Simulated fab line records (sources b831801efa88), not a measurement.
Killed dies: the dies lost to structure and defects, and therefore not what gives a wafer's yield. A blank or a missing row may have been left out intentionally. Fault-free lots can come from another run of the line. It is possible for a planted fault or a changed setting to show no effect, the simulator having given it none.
Chamber matching	flow sky130	cmp-01 running SKY_VIA4_CMP_21: 4 sister chambers
The step polishes, stops on SiO2, t overpolish 25 s, target thk 0 nm. 30 wafers are shown with their chamber, then 12 later ones without.

## WAFERS PAIRED WITH THEIR CHAMBERS
wafer	chamber	motorCurrentA (A)	overpolishRunS (s)	timeToEndpointS (s)
L075.1	2	12.4	25.000	120
L075.3	1	11.2	24.991	123
L075.6	3	10.0	24.995	119
L076.4	0	10.7	24.986	116
L076.5	0	11.7	25.002	115
L076.6	1	11.4	25.008	118
L077.1	3	10.5	24.990	123
L077.4	1	10.5	25.003	119
L077.5	0	10.5	25.001	120
L079.1	3	9.6	25.009	129
L079.5	3	10.1	25.015	120
L079.6	0	10.7	24.987	123
L080.2	0	10.8	24.999	123
L080.3	1	11.0	25.014	121
L080.5	3	10.3	24.997	120
L081.1	3	10.2	25.016	117
L081.2	2	12.5	25.011	118
L081.5	0	10.5	25.000	118
L083.2	0	11.1	25.010	121
L083.4	3	10.2	25.000	121
L083.6	2	13.0	25.028	121
L084.2	2	11.6	24.984	121
L084.3	0	11.1	24.993	118
L084.4	1	11.4	25.005	122
L086.1	0	11.2	25.007	123
L086.2	1	11.4	24.991	123
L086.4	3	10.0	25.000	119
L088.1	3	9.4	24.996	120
L088.2	1	10.7	24.999	121
L088.5	1	11.2	24.997	118

SIGNATURES, as means of the wafers listed above
reading	chamber 0	chamber 1	chamber 2	chamber 3	scatter within a chamber
motorCurrentA	10.922	11.100	12.375	10.033	0.391
overpolishRunS	24.99833	25.00100	25.00575	25.00200	0.0102
timeToEndpointS	119.67	120.62	120.00	120.89	2.82
Rule: for each reading, subtract the chamber's mean from the wafer's reading, divide by that reading's scatter and square the result; add these up over the readings and take the root, which gives the wafer's distance from the chamber. The wafer belongs to the nearest chamber; if the next one is less than 2 further off, it can't be placed. The scatter: take each reading less its chamber's mean, square it, sum over the shown wafers, divide by the number of wafers less the number of chambers, and take the root.

## WAFERS MISSING THEIR CHAMBER
wafer	motorCurrentA (A)	overpolishRunS (s)	timeToEndpointS (s)
L089.3	9.9	25.001	116
L089.4	12.7	24.988	117
L089.5	10.4	25.006	117
L091.4	9.8	25.011	115
L091.5	12.1	24.993	118
L091.6	10.1	24.991	120
L093.1	10.3	25.003	121
L093.3	12.0	25.004	120
L093.5	9.8	24.989	115
L095.2	10.4	24.996	123
L095.3	10.9	25.003	119
L095.5	10.7	25.000	122

## WHICH CHAMBER EACH WENT THROUGH
wafer	from the rows above	in truth
L089.3	can't be placed: 3 or 0 or 1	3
L089.4	2	2
L089.5	can't be placed: 3 or 0 or 1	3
L091.4	can't be placed: 3 or 0 or 1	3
L091.5	can't be placed: 2 or 1 or 0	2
L091.6	can't be placed: 3 or 0 or 1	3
L093.1	can't be placed: 3 or 0 or 1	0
L093.3	can't be placed: 2 or 1 or 0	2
L093.5	can't be placed: 3 or 0 or 1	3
L095.2	can't be placed: 3 or 0 or 1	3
L095.3	can't be placed: 0 or 1 or 3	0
L095.5	can't be placed: 0 or 1 or 3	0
Placed correctly: 1 of 12. Unplaceable from these rows: 11, with the true chamber sitting among the candidates in 11. Placed wrongly: 0.
